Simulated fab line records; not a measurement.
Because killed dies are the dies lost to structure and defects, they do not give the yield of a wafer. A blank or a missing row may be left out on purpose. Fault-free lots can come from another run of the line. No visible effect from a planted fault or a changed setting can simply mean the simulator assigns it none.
Struck lot and sound lot, side by side / flow gf180mcu / 43 steps out of a route of 602
Sound: the wafers L181.1, L181.5, L181.6. Struck: wafer L187.6 (L187.3, L187.4, from the same lot, were not struck and are left out); the cause is given at the end.
Order at every step that has rows: each side's tool, ch and its chambers, its first start. Under that, the readings that differ: sound wafers / struck wafers / difference of the means / sigmas: that difference in standard deviations of wafers without a fault.
alike: same words and numbers on both sides, and readings whose means sit less than 2 such deviations apart. not compared: any withheld reading, any reading some wafer has no value for, any bound like >300 that may hide the same value, and any number with overlapping values for which the record gives no deviation.
A row with sigmas, a row that says differs or no value, or rows on one side alone: a step with any of these is where the two part. Numbers that don't overlap but have no deviation are shown without sigmas and don't part them. A reading that every wafer of one side lacks parts them only if that side has two wafers or more.

first, 1 step without rows for these wafers: GF_V3_CMP_04 (polishes SiO2).
GF_V3_BOW_MEAS_05:
  sound on film metro-03, day 24 07:24; struck on film metro-03, day 26 08:46
  alike: V3_BOW
then, 8 steps without rows for these wafers: GF_V3_DEHYDRATE_06 (time 60 s); GF_V3_HMDS_07 (prime time 60 s); GF_V3_COAT_08; GF_V3_COAT_09 (resist thk 1000 nm); GF_V3_SOFTBAKE_10 (time 60 s); GF_V3_EXPOSE_11 (exposes mask Via3, target cd 260 nm); GF_V3_PEB_12 (peb time 90 s); GF_V3_DEVELOP_13 (develop time 60 s).
GF_V3_CD_MEAS_14: target cd 260 nm.
  sound on cd sem-02, day 25 05:42; struck on cd sem-01, day 27 04:53
  alike: cd nm
GF_V3_OVL_MEAS_15:
  sound on overlay-01, day 25 05:49; struck on overlay-02, day 27 04:59
  alike: V3_OVL
GF_V3_ETCH_16: etches BARC in N2/H2.
  sound on rie diel-02 ch 0,2,3, day 25 05:52; struck on rie diel-03 ch 3, day 27 05:00
reading=oes product au (a.u.); sound=0.856 0.851 0.863; struck=0.845; difference=-0.012; sigmas=-3
  alike: drypump motor current A, throttle valve pct
then, 4 steps without rows for these wafers: GF_V3_ETCH_17 (etches SiO2 in C4F8/O2/Ar, stops on TiN, target depth 635 nm); GF_V3_STRIP_18 (strips in O2/N2); GF_V3_STRIP_19 (strips in post etch residue remover, time 1200 s); GF_V3_CLEAN_20 (cleans in DIW).
GF_V3_SPUTTER_21: material Ti, target thk 15 nm, time 80.02 s.
  sound on pvd sputter-02, day 25 06:31; struck on pvd sputter-02, day 27 05:40
  alike: throttle valve pct
then, 1 step without rows for these wafers: GF_V3_SPUTTER_22 (material TiN, target thk 10 nm, time 40 s).
GF_V3_CVD_23: deposits W, target thk 350 nm, time 104.9 s.
  sound on cvd w-02 ch 0,1, day 25 06:37; struck on cvd w-01 ch 1, day 27 05:49
  alike: heater power outer w, heater power w
GF_V3_RS_MEAS_24: a four-point-probe measurement.
  sound on film metro-04, day 25 06:44; struck on film metro-04, day 27 05:56
  alike: V3_W_RS
GF_V3_THK_MEAS_25: measures by xrf.
  sound on film metro-04, day 25 06:51; struck on film metro-04, day 27 06:02
  alike: V3_W_THK
GF_V3_CMP_26: polishes, stops on SiO2, t overpolish 15 s, target thk 0 nm.
  sound on cmp-01 ch 2,3, day 25 06:58; struck on cmp-01 ch 0, day 27 06:04
reading=slurry filter dp kPa (kPa); sound=13.47 13.37 13.47; struck=13.76; difference=+0.32; sigmas=+2
  alike: motor current A, overpolish run s, time to endpoint s
then, 3 steps without rows for these wafers: GF_M4_SPUTTER_00 (material Ti, target thk 37.5 nm, time 150 s); GF_M4_SPUTTER_01 (material TiN, target thk 30 nm, time 25 s); GF_M4_SPUTTER_02 (material AlCu, target thk 450 nm, time 23.9 s).
GF_M4_SPUTTER_03: material Ti, target thk 10 nm, time 6.7 s.
  sound on pvd sputter-04, day 25 07:22; struck on pvd sputter-01, day 27 06:32
  alike: throttle valve pct
GF_M4_SPUTTER_04: material TiN, target thk 50 nm, time 41.7 s.
  sound on pvd sputter-04, day 25 07:23; struck on pvd sputter-01, day 27 06:33
  alike: throttle valve pct
GF_M4_RS_MEAS_05: a four-point-probe measurement.
  sound on film metro-01, day 25 07:26; struck on film metro-01, day 27 06:38
  alike: M4_ALCU_RS
GF_M4_THK_MEAS_06: measures by xrf.
  sound on film metro-01, day 25 07:33; struck on film metro-01, day 27 06:44
  alike: M4_ALCU_THK
then, 7 steps without rows for these wafers: GF_M4_DEHYDRATE_07 (time 60 s); GF_M4_HMDS_08 (prime time 60 s); GF_M4_COAT_09 (resist thk 1000 nm); GF_M4_SOFTBAKE_10 (time 60 s); GF_M4_EXPOSE_11 (exposes mask Metal4, target cd 280 nm); GF_M4_PEB_12 (peb time 90 s); GF_M4_DEVELOP_13 (develop time 60 s).
GF_M4_CD_MEAS_14: target cd 280 nm.
  sound on cd sem-02, day 26 04:30; struck on cd sem-01, day 28 01:52
  alike: cd nm
GF_M4_OVL_MEAS_15:
  sound on overlay-02, day 26 04:37; struck on overlay-02, day 28 01:58
  alike: M4_OVL
then, 3 steps without rows for these wafers: GF_M4_METAL_ETCH_16 (etches the open film in Cl2/BCl3, stops on SiO2, target depth 750.8 nm, time 125.1 s); GF_M4_STRIP_17 (strips in O2/N2); GF_M4_STRIP_18 (strips in post etch residue remover, time 1200 s).
-- the record jumps here: 5 days lie between the struck wafers' starts before and after (it left off in module M4 and takes up again in module PASSIVATION, whose first step shown is number 602 of the route) --
GF_PASSIVATION_PROBE_99:
  rows exist in the record for the struck wafers here (prober-01, day 33 01:17), but not for the sound ones

== WHERE THEY PART ==
At GF_V3_ETCH_16 first; at GF_PASSIVATION_PROBE_99 last (within this record only).

WHY: what the simulator had put in
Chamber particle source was rie diel-03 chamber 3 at GF_V3_ETCH_16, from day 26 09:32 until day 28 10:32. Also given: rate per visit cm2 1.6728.
